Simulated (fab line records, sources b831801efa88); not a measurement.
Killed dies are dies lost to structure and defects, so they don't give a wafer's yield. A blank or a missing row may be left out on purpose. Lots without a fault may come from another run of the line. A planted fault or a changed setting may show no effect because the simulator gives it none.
Problem report in the 8D (eight disciplines) form, filled by code | flow sky130 | the parts of the form that need people (team, actions taken, sign-off) are left out

1. THE PROBLEM
cd_nm at SKY_FIELD_ISO_CD_MEAS_13 reads a mean of 101.3 nm on 2 wafers of 2 lots; wafers without a fault read 149.6 nm with a standard deviation of 1.4. That is -34 standard deviations from the usual mean.
The step: target cd 150 nm.
First seen on wafer L725.5, day 6 18:04, on cd_sem-01. The record holds 37 wafers of 13 lots with a number at this step. Rule for "out", or "out of limits": more than 4 standard deviations from the usual mean. The other wafers with a number count as sound.

2. WHAT IT IS AND WHAT IT IS NOT
question                    | is               | is not
which readings at this step | cd_nm            | -
which lots                  | L725, L726       | L704, L705, L708, L709, L712, L713, L714, L715, L716, L718, L719
which wafers of those lots  | L725.5, L726.3   | L725.2, L726.2
read on which gauges        | cd_sem-01        | cd_sem-02
when                        | from day 6 18:04 | up to then (34 sound wafers); but 1 sound wafer of L726 came after

3. SUSPECTS, AND WHAT RULES EACH OUT
Counting: a tool at a process step up to the reading stays a suspect if it ran every lot that is out. Sound lots after the first of them don't rule it out here, since some wafers of a struck lot are sound.
- the gauge at SKY_FIELD_ISO_CD_MEAS_13: ruled out. All the wafers that are out were read on cd_sem-01, but those of them that SKY_PAD_OPEN_PROBE_99 has rows for are out there too, on other tools.
- krf_scanner-02 at SKY_FIELD_ISO_EXPOSE_10 (exposes mask FOM, target cd 150 nm): kept. It ran every lot that is out, first L725 (day 6 08:32); its last sound lot up to then is L718 (day 4 20:27).
Left after counting: krf_scanner-02 at SKY_FIELD_ISO_EXPOSE_10.

4. THE CAUSE (what the simulator had put in)
Process parameter drift: krf_scanner-02, from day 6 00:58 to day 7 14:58, at SKY_FIELD_ISO_EXPOSE_10. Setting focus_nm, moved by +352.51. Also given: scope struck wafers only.
Counting left only this tool.

5. THE CHAIN OF EFFECTS, in route order
Each row: a reading whose mean over the struck wafers that have a number lies more than 3 standard deviations from the usual. Only readings for which the record gives a usual standard deviation are gone through. hours: the time from each lot's start at the first step in this table that gives one to its start at this step, as a median over the lots. sigmas: the change in usual standard deviations.
hours | step                     | reading             | usual    | on struck wafers | change | sigmas
0     | SKY_FIELD_ISO_CD_MEAS_13 | cd_nm               | 149.6 nm | 101.3            | -48.3  | -34
1056  | SKY_PAD_OPEN_PROBE_99    | killed_at_front_end | 15       | 426              | +410   | +89
1056  | SKY_PAD_OPEN_PROBE_99    | killed_dies         | 87       | 492              | +405   | +40
1056  | SKY_PAD_OPEN_PROBE_99    | killed_on_rim       | 17       | 96               | +79    | +20
The process steps in it:
- SKY_PAD_OPEN_PROBE_99

6. WHAT WOULD HAVE CAUGHT IT SOONER
In this record the first reading out of limits at a measuring or inspecting step was taken at day 6 18:04, 17 hours after the fault began at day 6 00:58.
Of the tool readings at SKY_FIELD_ISO_EXPOSE_10 for which the record gives a usual standard deviation, none was out on any struck wafer, so an alarm limit of 4 standard deviations on them would not have fired.
All the lots that are out (2) had begun SKY_FIELD_ISO_EXPOSE_10 on krf_scanner-02 by day 6 18:04. A hold on the tool at that time would have spared none of them.
